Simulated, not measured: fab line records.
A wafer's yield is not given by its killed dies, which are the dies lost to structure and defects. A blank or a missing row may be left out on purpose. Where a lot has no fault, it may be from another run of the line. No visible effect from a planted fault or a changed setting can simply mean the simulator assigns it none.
The tool behind it: which one? :: flow sky130 :: 33 wafers from 11 lots sampled at 2 of the route's 708 steps

## WHAT THE GAUGES SHOWED, per wafer
SKY_SONOS_ONO_THK_MEAS_01.
lot: L600
measured: day 11 14:46
on: film-metro-01
SONOS_ONO_OXIDATION_THK (nm): 2.74 2.70 2.75

lot: L603
measured: day 12 05:47
on: film-metro-01
SONOS_ONO_OXIDATION_THK (nm): 2.62 2.69 2.60

lot: L606
measured: day 13 07:25
on: film-metro-03
SONOS_ONO_OXIDATION_THK (nm): 2.71 2.69 2.75

lot: L609
measured: day 14 12:45
on: film-metro-01
SONOS_ONO_OXIDATION_THK (nm): 2.60 2.56 2.60

lot: L610
measured: day 14 18:43
on: film-metro-03
SONOS_ONO_OXIDATION_THK (nm): 2.62 2.59 2.57

lot: L612
measured: day 15 12:52
on: film-metro-03
SONOS_ONO_OXIDATION_THK (nm): 2.65 2.66 2.62

lot: L613
measured: day 15 19:15
on: film-metro-03
SONOS_ONO_OXIDATION_THK (nm): 2.73 2.80 2.72

lot: L614
measured: day 16 01:03
on: film-metro-02
SONOS_ONO_OXIDATION_THK (nm): 2.83 2.85 2.84 2.75 2.85 2.84

lot: L618
measured: day 17 14:43
on: film-metro-01
SONOS_ONO_OXIDATION_THK (nm): 2.61 2.56 2.64

lot: L621
measured: day 18 09:56
on: film-metro-01
SONOS_ONO_OXIDATION_THK (nm): 2.54 2.64 2.55

lot: L623
measured: day 19 05:20
on: film-metro-03
SONOS_ONO_OXIDATION_THK (nm): 2.56 2.57 2.61

## TOOL THAT RAN EACH LOT (tool first, then ch and the chambers of the sampled wafers, then the start)
lot: L600
SKY_SONOS_ONO_OXIDATION_00: furnace-02 ch 0, day 11 13:24

lot: L603
SKY_SONOS_ONO_OXIDATION_00: furnace-01 ch 0, day 12 04:25

lot: L606
SKY_SONOS_ONO_OXIDATION_00: furnace-02 ch 0, day 13 06:04

lot: L609
SKY_SONOS_ONO_OXIDATION_00: furnace-01 ch 0, day 14 11:25

lot: L610
SKY_SONOS_ONO_OXIDATION_00: furnace-01 ch 0, day 14 17:20

lot: L612
SKY_SONOS_ONO_OXIDATION_00: furnace-02 ch 0, day 15 11:30

lot: L613
SKY_SONOS_ONO_OXIDATION_00: furnace-01 ch 0, day 15 17:55

lot: L614
SKY_SONOS_ONO_OXIDATION_00: furnace-01 ch 0, day 15 23:43

lot: L618
SKY_SONOS_ONO_OXIDATION_00: furnace-02 ch 0, day 17 13:22

lot: L621
SKY_SONOS_ONO_OXIDATION_00: furnace-01 ch 0, day 18 08:35

lot: L623
SKY_SONOS_ONO_OXIDATION_00: furnace-02 ch 0, day 19 03:58
- SKY_SONOS_ONO_OXIDATION_00: stabilise 600 s, purge 300 s, target thk 2.6 nm.

## THE ANSWER, worked out from the rows above alone
Rule: usual is defined by the lots themselves. Put in order of their means at a reading, lots are off if they are a third of the lots or fewer, leave a main group of 4 or more, and stand apart from it by a gap of 3 or more times the standard deviation of the main group's means; of several such gaps the widest counts. Not used: any main group whose means are identical at the precision the tables above print for the reading. A lot without any number at a reading at which 4 lots or more have one is off too. The other lots that the step has rows for count as sound.
No lot is off at any reading shown: from this, nothing can be told.

## WHAT HAD BEEN PUT IN BY THE SIMULATOR
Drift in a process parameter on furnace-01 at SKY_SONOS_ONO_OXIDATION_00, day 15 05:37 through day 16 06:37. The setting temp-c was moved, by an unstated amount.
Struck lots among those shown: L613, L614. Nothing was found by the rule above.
